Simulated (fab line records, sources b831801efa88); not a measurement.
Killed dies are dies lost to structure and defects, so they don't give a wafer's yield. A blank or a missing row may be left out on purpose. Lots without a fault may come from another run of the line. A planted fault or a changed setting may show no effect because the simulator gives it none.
Split-lot experiment | flow gf180mcu | 5 lots, 23 wafers read, on a route of 602 steps

THE SPLIT
At GF_V4_CMP_04 (polishes SiO2), the setting leave_above_ref_nm was moved away from the recipe's 632.5 nm on 5 of the 23 wafers read, by -7.4% to -3.6%. The other wafers ran this setting at the recipe's value.

FROM THE SPLIT TO THE READING: what the file shows between them, 4 steps
- GF_V4_PEB_12: peb time 90 s (also split here: peb_temp_c)
- GF_V4_DEVELOP_13: develop time 60 s
- GF_V4_CD_MEAS_14: target cd 260 nm
- GF_V4_ETCH_16: etches BARC in N2/H2

THE READING
oes_product_au, in a.u., at GF_V4_ETCH_17 (etches SiO2 in C4F8/O2/Ar, stops on TiN, target depth 630 nm). Fault-free wafers of this fab line usually give 0.856 a.u., standard deviation 0.0044 a.u..

wafer  | tool, chamber at the split | leave_above_ref_nm as run, nm | against the recipe | oes_product_au, a.u. | against lot-mates on the recipe
L076.1 | cmp-01, 3,2                | 632.5                         | recipe             | 0.851                | -
L076.2 | cmp-01, 3,2                | 632.5                         | recipe             | 0.852                | -
L076.3 | cmp-01, 0                  | 632.5                         | recipe             | 0.855                | -
L076.4 | cmp-01, 1                  | 632.5                         | recipe             | 0.856                | -
L076.5 | cmp-01, 3                  | 632.5                         | recipe             | 0.853                | -
L078.2 | cmp-01, 1                  | 585.7                         | -7.4%              | 0.816                | -0.038
L078.3 | cmp-01, 3                  | 632.5                         | recipe             | 0.859                | -
L078.4 | cmp-01, 2                  | 585.7                         | -7.4%              | 0.824                | -0.030
L078.5 | cmp-01, 1                  | 632.5                         | recipe             | 0.849                | -
L078.6 | cmp-01, 0                  | 585.7                         | -7.4%              | 0.825                | -0.029
L079.1 | cmp-02, 0                  | 632.5                         | recipe             | 0.857                | -
L079.4 | cmp-02, 2                  | 632.5                         | recipe             | 0.861                | -
L079.5 | cmp-02, 3                  | 632.5                         | recipe             | 0.856                | -
L082.1 | cmp-02, 1                  | 632.5                         | recipe             | 0.854                | -
L082.2 | cmp-02, 3                  | 632.5                         | recipe             | 0.853                | -
L082.3 | cmp-02, 2                  | 609.6                         | -3.6%              | 0.841                | -0.015
L082.5 | cmp-02, 0                  | 609.6                         | -3.6%              | 0.841                | -0.015
L082.6 | cmp-02, 1                  | 632.5                         | recipe             | 0.861                | -
L084.1 | cmp-01, 3,0                | 632.5                         | recipe             | 0.863                | -
L084.2 | cmp-01, 0                  | 632.5                         | recipe             | 0.855                | -
L084.4 | cmp-01, 2                  | 632.5                         | recipe             | 0.851                | -
L084.5 | cmp-01, 1                  | 632.5                         | recipe             | 0.856                | -
L084.6 | cmp-01, 3,0                | 632.5                         | recipe             | 0.858                | -
Where a row lists several chambers, the file gives one row for several wafers and doesn't say which wafer went through which chamber.

THE FIT
A straight line over all 23 wafers: oes_product_au changes by +0.00452 a.u. for each +1% of leave_above_ref_nm; r = +0.95; the points scatter about the line by 0.0038 a.u..
The same after taking each lot's own level away (the mean of its wafers on the recipe; 23 wafers): +0.00434 a.u. for each +1%; r = +0.96; scatter 0.0034 a.u..
On that fit, the largest move of leave_above_ref_nm shifts the reading by 0.032 a.u..
The lots' own levels span 0.8534 to 0.8580 a.u., that is 1.0 times the standard deviation above.
So the lot-to-lot level changes the slope little: the two slopes agree.
Check: with one of the wafers moved furthest among these (-7.4%) left out of the fit, the line predicts -0.0297 a.u. for it against its lot-mates. It came out at -0.038 a.u. against them.

OTHER SPLITS ON THESE WAFERS
These wafers also went through other splits before the reading. Each is held against what the fit with the lots' levels taken away leaves over:
other split on the same wafers | wafers away from the commonest value | r with oes_product_au (lot level and that fit taken away)
GF_V4_PEB_12 peb_temp_c        | 11                                   | -0.09

THE WHOLE CHAIN: every reading that the file lists as answering this split, in the file's order
step          | what it does                                                 | reading                                                                   | change (the file's fit)                   | r (the file's)
GF_V4_CMP_04  | polishes SiO2                                                | SiO2_of_V4_CVD_02.thk_nm (the simulator's own value, which no gauge read) | +6.23 nm for each +1% of the setting      | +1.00
GF_V4_ETCH_17 | etches SiO2 in C4F8/O2/Ar, stops on TiN, target depth 630 nm | oes_product_au                                                            | +0.00428 a.u. for each +1% of the setting | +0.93
GF_V4_ETCH_17 | etches SiO2 in C4F8/O2/Ar, stops on TiN, target depth 630 nm | V4.feature_depth_nm (the simulator's own value, which no gauge read)      | +6.23 nm for each +1% of the setting      | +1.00

THE FILE'S OWN FIT
oes_product_au changes by +0.00428 a.u. for each +1% of leave_above_ref_nm, r = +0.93.
